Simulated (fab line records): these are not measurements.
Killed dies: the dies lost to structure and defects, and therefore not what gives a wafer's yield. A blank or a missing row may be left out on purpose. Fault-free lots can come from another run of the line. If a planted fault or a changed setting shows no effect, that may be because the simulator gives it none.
Which tool was responsible? :: flow sfq-line :: Sampling: 14 lots, 41 wafers, 5 of 325 route steps

WHAT THE GAUGES SHOWED, per wafer
SFQ_M6_RS_MEAS_938: measures by four-point-probe.
lot: L778
measured: day 57 08:08
on: film-metro-02
M6_NB_RS (ohm/sq): 0.906 0.898 0.906

lot: L779
measured: day 57 14:32
on: film-metro-02
M6_NB_RS (ohm/sq): 0.895 0.887 0.882

lot: L780
measured: day 57 20:46
on: film-metro-04
M6_NB_RS (ohm/sq): 0.449 0.442

lot: L781
measured: day 57 22:52
on: film-metro-04
M6_NB_RS (ohm/sq): 0.905 0.906 0.907

lot: L782
measured: day 59 01:57
on: film-metro-04
M6_NB_RS (ohm/sq): 0.452 0.448 0.446

lot: L787
measured: day 60 01:42
on: film-metro-02
M6_NB_RS (ohm/sq): 0.912 0.921 0.924

lot: L790
measured: day 61 10:40
on: film-metro-01
M6_NB_RS (ohm/sq): 0.896 0.899 0.898

lot: L791
measured: day 61 19:05
on: film-metro-04
M6_NB_RS (ohm/sq): 0.884 0.894 0.882

lot: L792
measured: day 61 22:40
on: film-metro-01
M6_NB_RS (ohm/sq): 0.893 0.902 0.899

lot: L794
measured: day 62 14:52
on: film-metro-04
M6_NB_RS (ohm/sq): 0.899 0.891 0.901

lot: L795
measured: day 62 20:17
on: film-metro-04
M6_NB_RS (ohm/sq): 0.898 0.900 0.892

lot: L798
measured: day 63 14:22
on: film-metro-02
M6_NB_RS (ohm/sq): 0.878 0.881 0.882

lot: L800
measured: day 63 23:25
on: film-metro-04
M6_NB_RS (ohm/sq): 0.880 0.901 0.891

lot: L801
measured: day 64 04:10
on: film-metro-02
M6_NB_RS (ohm/sq): 0.888 0.896 0.890

EACH LOT AND THE TOOL THAT RAN IT (in order: tool; ch and the chambers of the sampled wafers; start)
lot: L778
SFQ_TRILAYER_A5B_CMP_CMP_130: cmp-01 ch 1,2,3, day 47 17:06
SFQ_TRILAYER_A5B_METRO_MEASURE_131: film-metro-02, day 47 19:48
SFQ_TRILAYER_I5_BARC_OPEN_VIA_ETCH_200: rie-diel-02 ch 0,1, day 52 15:58
SFQ_TRILAYER_M6_DEP_SPUTTER_157: pvd-sputter-05, day 57 08:01

lot: L779
SFQ_TRILAYER_A5B_CMP_CMP_130: cmp-01 ch 0,3, day 47 20:06
SFQ_TRILAYER_A5B_METRO_MEASURE_131: film-metro-02, day 47 22:48
SFQ_TRILAYER_I5_BARC_OPEN_VIA_ETCH_200: rie-diel-01 ch 0,2, day 52 18:22
SFQ_TRILAYER_M6_DEP_SPUTTER_157: pvd-sputter-05, day 57 14:26

lot: L780
SFQ_TRILAYER_A5B_CMP_CMP_130: cmp-01 ch 0,2, day 47 23:36
SFQ_TRILAYER_A5B_METRO_MEASURE_131: film-metro-02, day 48 02:00
SFQ_TRILAYER_I5_BARC_OPEN_VIA_ETCH_200: rie-diel-02 ch 0,1, day 52 23:10
SFQ_TRILAYER_M6_DEP_SPUTTER_157: pvd-sputter-03, day 57 20:23

lot: L781
SFQ_TRILAYER_A5B_CMP_CMP_130: cmp-01 ch 0,1,2, day 48 02:36
SFQ_TRILAYER_A5B_METRO_MEASURE_131: film-metro-02, day 48 04:36
SFQ_TRILAYER_I5_BARC_OPEN_VIA_ETCH_200: rie-diel-03 ch 2,3, day 53 01:34
SFQ_TRILAYER_M6_DEP_SPUTTER_157: pvd-sputter-03, day 57 22:47

lot: L782
SFQ_TRILAYER_A5B_CMP_CMP_130: cmp-01 ch 1,2, day 48 19:36
SFQ_TRILAYER_A5B_METRO_MEASURE_131: film-metro-04, day 48 22:36
SFQ_TRILAYER_I5_BARC_OPEN_VIA_ETCH_200: rie-diel-03 ch 0,2, day 54 06:32
SFQ_TRILAYER_M6_DEP_SPUTTER_157: pvd-sputter-03, day 59 01:37

lot: L787
SFQ_TRILAYER_A5B_CMP_CMP_130: cmp-02 ch 0,1,2, day 49 19:00
SFQ_TRILAYER_A5B_METRO_MEASURE_131: film-metro-04, day 49 21:00
SFQ_TRILAYER_I5_BARC_OPEN_VIA_ETCH_200: rie-diel-01 ch 0,2,3, day 55 07:44
SFQ_TRILAYER_M6_DEP_SPUTTER_157: pvd-sputter-05, day 60 01:37

lot: L790
SFQ_TRILAYER_A5B_CMP_CMP_130: cmp-01 ch 0,2,3, day 51 06:06
SFQ_TRILAYER_A5B_METRO_MEASURE_131: film-metro-02, day 51 07:48
SFQ_TRILAYER_I5_BARC_OPEN_VIA_ETCH_200: rie-diel-01 ch 2,3, day 56 23:53
SFQ_TRILAYER_M6_DEP_SPUTTER_157: pvd-sputter-05, day 61 10:34

lot: L791
SFQ_TRILAYER_A5B_CMP_CMP_130: cmp-01 ch 0,1,3, day 51 11:06
SFQ_TRILAYER_A5B_METRO_MEASURE_131: film-metro-02, day 51 13:48
SFQ_TRILAYER_I5_BARC_OPEN_VIA_ETCH_200: rie-diel-03 ch 2,3, day 57 10:41
SFQ_TRILAYER_M6_DEP_SPUTTER_157: pvd-sputter-05, day 61 18:58

lot: L792
SFQ_TRILAYER_A5B_CMP_CMP_130: cmp-01 ch 0,2,3, day 51 15:06
SFQ_TRILAYER_A5B_METRO_MEASURE_131: film-metro-04, day 51 16:36
SFQ_TRILAYER_I5_BARC_OPEN_VIA_ETCH_200: rie-diel-03 ch 1,2,3, day 57 14:17
SFQ_TRILAYER_M6_DEP_SPUTTER_157: pvd-sputter-05, day 61 22:34

lot: L794
SFQ_TRILAYER_A5B_CMP_CMP_130: cmp-01 ch 1,2,3, day 51 22:36
SFQ_TRILAYER_A5B_METRO_MEASURE_131: film-metro-04, day 52 01:48
SFQ_TRILAYER_I5_BARC_OPEN_VIA_ETCH_200: rie-diel-02 ch 0,2,3, day 58 05:59
SFQ_TRILAYER_M6_DEP_SPUTTER_157: pvd-sputter-05, day 62 14:46

lot: L795
SFQ_TRILAYER_A5B_CMP_CMP_130: cmp-02 ch 0,3, day 52 03:39
SFQ_TRILAYER_A5B_METRO_MEASURE_131: film-metro-04, day 52 07:03
SFQ_TRILAYER_I5_BARC_OPEN_VIA_ETCH_200: rie-diel-03 ch 0,3, day 58 09:35
SFQ_TRILAYER_M6_DEP_SPUTTER_157: pvd-sputter-05, day 62 20:10

lot: L798
SFQ_TRILAYER_A5B_CMP_CMP_130: cmp-01 ch 0,2, day 52 16:36
SFQ_TRILAYER_A5B_METRO_MEASURE_131: film-metro-03, day 52 19:48
SFQ_TRILAYER_I5_BARC_OPEN_VIA_ETCH_200: rie-diel-01 ch 1,3, day 59 03:35
SFQ_TRILAYER_M6_DEP_SPUTTER_157: pvd-sputter-05, day 63 14:16

lot: L800
SFQ_TRILAYER_A5B_CMP_CMP_130: cmp-02 ch 0,1, day 53 03:39
SFQ_TRILAYER_A5B_METRO_MEASURE_131: film-metro-02, day 53 07:15
SFQ_TRILAYER_I5_BARC_OPEN_VIA_ETCH_200: rie-diel-03 ch 1,2,3, day 59 13:11
SFQ_TRILAYER_M6_DEP_SPUTTER_157: pvd-sputter-04, day 63 23:16

lot: L801
SFQ_TRILAYER_A5B_CMP_CMP_130: cmp-01 ch 2,3, day 53 08:06
SFQ_TRILAYER_A5B_METRO_MEASURE_131: film-metro-04, day 53 10:48
SFQ_TRILAYER_I5_BARC_OPEN_VIA_ETCH_200: rie-diel-03 ch 0,2,3, day 59 15:35
SFQ_TRILAYER_M6_DEP_SPUTTER_157: pvd-sputter-04, day 64 04:04
- SFQ_TRILAYER_A5B_CMP_CMP_130: polishes, stops on Nb, target thk 340.7 nm.
- SFQ_TRILAYER_A5B_METRO_MEASURE_131
- SFQ_TRILAYER_I5_BARC_OPEN_VIA_ETCH_200: etches BARC in O2, target depth 125 nm, time 41.7 s.
- SFQ_TRILAYER_M6_DEP_SPUTTER_157: material Nb, target thk 200 nm, time 133.3 s.

WHAT THE TOOLS THEMSELVES READ (means of the sampled wafers that have a number; where no wafer has one, the mark that the record gives instead)
SFQ_TRILAYER_A5B_CMP_CMP_130.
lot: L778
tool: cmp-01
motor-current-A (A): 9.2
slurry-filter-dp-kPa (kPa): 13.43

lot: L779
tool: cmp-01
motor-current-A (A): 9.2
slurry-filter-dp-kPa (kPa): 13.48

lot: L780
tool: cmp-01
motor-current-A (A): 9.8
slurry-filter-dp-kPa (kPa): 13.36

lot: L781
tool: cmp-01
motor-current-A (A): 9.7
slurry-filter-dp-kPa (kPa): 13.50

lot: L782
tool: cmp-01
motor-current-A (A): 10.1
slurry-filter-dp-kPa (kPa): 13.45

lot: L787
tool: cmp-02
motor-current-A (A): 9.7
slurry-filter-dp-kPa (kPa): 13.46

lot: L790
tool: cmp-01
motor-current-A (A): 9.7
slurry-filter-dp-kPa (kPa): 13.54

lot: L791
tool: cmp-01
motor-current-A (A): 9.6
slurry-filter-dp-kPa (kPa): 13.61

lot: L792
tool: cmp-01
motor-current-A (A): 9.6
slurry-filter-dp-kPa (kPa): 13.50

lot: L794
tool: cmp-01
motor-current-A (A): 9.8
slurry-filter-dp-kPa (kPa): 13.47

lot: L795
tool: cmp-02
motor-current-A (A): 11.0
slurry-filter-dp-kPa (kPa): 13.45

lot: L798
tool: cmp-01
motor-current-A (A): 9.5
slurry-filter-dp-kPa (kPa): 13.44

lot: L800
tool: cmp-02
motor-current-A (A): 9.7
slurry-filter-dp-kPa (kPa): 13.33

lot: L801
tool: cmp-01
motor-current-A (A): 9.9
slurry-filter-dp-kPa (kPa): 13.57

SFQ_TRILAYER_A5B_METRO_MEASURE_131.
lot: L778
tool: film-metro-02
thk-nm (nm): 337

lot: L779
tool: film-metro-02
thk-nm (nm): 334

lot: L780
tool: film-metro-02
thk-nm (nm): 340

lot: L781
tool: film-metro-02
thk-nm (nm): 332

lot: L782
tool: film-metro-04
thk-nm (nm): 338

lot: L787
tool: film-metro-04
thk-nm (nm): 340

lot: L790
tool: film-metro-02
thk-nm (nm): 341

lot: L791
tool: film-metro-02
thk-nm (nm): 337

lot: L792
tool: film-metro-04
thk-nm (nm): 341

lot: L794
tool: film-metro-04
thk-nm (nm): 333

lot: L795
tool: film-metro-04
thk-nm (nm): 343

lot: L798
tool: film-metro-03
thk-nm (nm): 337

lot: L800
tool: film-metro-02
thk-nm (nm): 338

lot: L801
tool: film-metro-04
thk-nm (nm): 339

SFQ_TRILAYER_I5_BARC_OPEN_VIA_ETCH_200.
lot: L778
tool: rie-diel-02
drypump-motor-current-A (A): 6.1
oes-product-au (a.u.): 0.689

lot: L779
tool: rie-diel-01
drypump-motor-current-A (A): 5.7
oes-product-au (a.u.): 0.686

lot: L780
tool: rie-diel-02
drypump-motor-current-A (A): 6.0
oes-product-au (a.u.): 0.685

lot: L781
tool: rie-diel-03
drypump-motor-current-A (A): 5.7
oes-product-au (a.u.): 0.686

lot: L782
tool: rie-diel-03
drypump-motor-current-A (A): 5.9
oes-product-au (a.u.): 0.689

lot: L787
tool: rie-diel-01
drypump-motor-current-A (A): 5.5
oes-product-au (a.u.): 0.680

lot: L790
tool: rie-diel-01
drypump-motor-current-A (A): 5.8
oes-product-au (a.u.): 0.685

lot: L791
tool: rie-diel-03
drypump-motor-current-A (A): 5.7
oes-product-au (a.u.): 0.680

lot: L792
tool: rie-diel-03
drypump-motor-current-A (A): 5.7
oes-product-au (a.u.): 0.684

lot: L794
tool: rie-diel-02
drypump-motor-current-A (A): 6.0
oes-product-au (a.u.): 0.686

lot: L795
tool: rie-diel-03
drypump-motor-current-A (A): 5.5
oes-product-au (a.u.): 0.691

lot: L798
tool: rie-diel-01
drypump-motor-current-A (A): 5.8
oes-product-au (a.u.): 0.687

lot: L800
tool: rie-diel-03
drypump-motor-current-A (A): 5.8
oes-product-au (a.u.): 0.683

lot: L801
tool: rie-diel-03
drypump-motor-current-A (A): 5.7
oes-product-au (a.u.): 0.686

SFQ_TRILAYER_M6_DEP_SPUTTER_157.
lot: L778
tool: pvd-sputter-05
throttle-valve-pct (%): 30.5

lot: L779
tool: pvd-sputter-05
throttle-valve-pct (%): 30.1

lot: L780
tool: pvd-sputter-03
throttle-valve-pct (%): 30.0

lot: L781
tool: pvd-sputter-03
throttle-valve-pct (%): 29.5

lot: L782
tool: pvd-sputter-03
throttle-valve-pct (%): 29.7

lot: L787
tool: pvd-sputter-05
throttle-valve-pct (%): 30.5

lot: L790
tool: pvd-sputter-05
throttle-valve-pct (%): 30.2

lot: L791
tool: pvd-sputter-05
throttle-valve-pct (%): 29.2

lot: L792
tool: pvd-sputter-05
throttle-valve-pct (%): 29.7

lot: L794
tool: pvd-sputter-05
throttle-valve-pct (%): 30.5

lot: L795
tool: pvd-sputter-05
throttle-valve-pct (%): 28.7

lot: L798
tool: pvd-sputter-05
throttle-valve-pct (%): 29.8

lot: L800
tool: pvd-sputter-04
throttle-valve-pct (%): 30.0

lot: L801
tool: pvd-sputter-04
throttle-valve-pct (%): 29.5

THE ANSWER, worked out from the rows above alone
Rule: usual is defined by the lots themselves. Put in order of their means at a reading, lots are off if they are a third of the lots or fewer, leave a main group of 4 or more, and stand apart from it by a gap of 3 or more times the standard deviation of the main group's means; of several such gaps the widest counts. The tables above print the reading to a certain number of digits; a main group whose means all agree to those digits is not used. Also off: a lot with no number at a reading for which 4 or more lots have one. All remaining lots with rows at the step are treated as sound. The gauges are gone through in route order, then the tools' own readings, and for those a lot's mean is taken as printed above. The first step at which some lot is off is used, and at that step the reading that is off furthest; a lot without a number counts as furthest.
Off: at SFQ_M6_RS_MEAS_938 (M6_NB_RS), L780, L782. The main group: mean 0.896 ohm/sq, standard deviation 0.0097.
A tool fits if, at a process step before that reading, it ran every lot that is off, and no sound lot after the first of them. The gauges at SFQ_M6_RS_MEAS_938 are tried like those tools. None of those tried fits.

WHAT THE SIMULATOR PUT IN
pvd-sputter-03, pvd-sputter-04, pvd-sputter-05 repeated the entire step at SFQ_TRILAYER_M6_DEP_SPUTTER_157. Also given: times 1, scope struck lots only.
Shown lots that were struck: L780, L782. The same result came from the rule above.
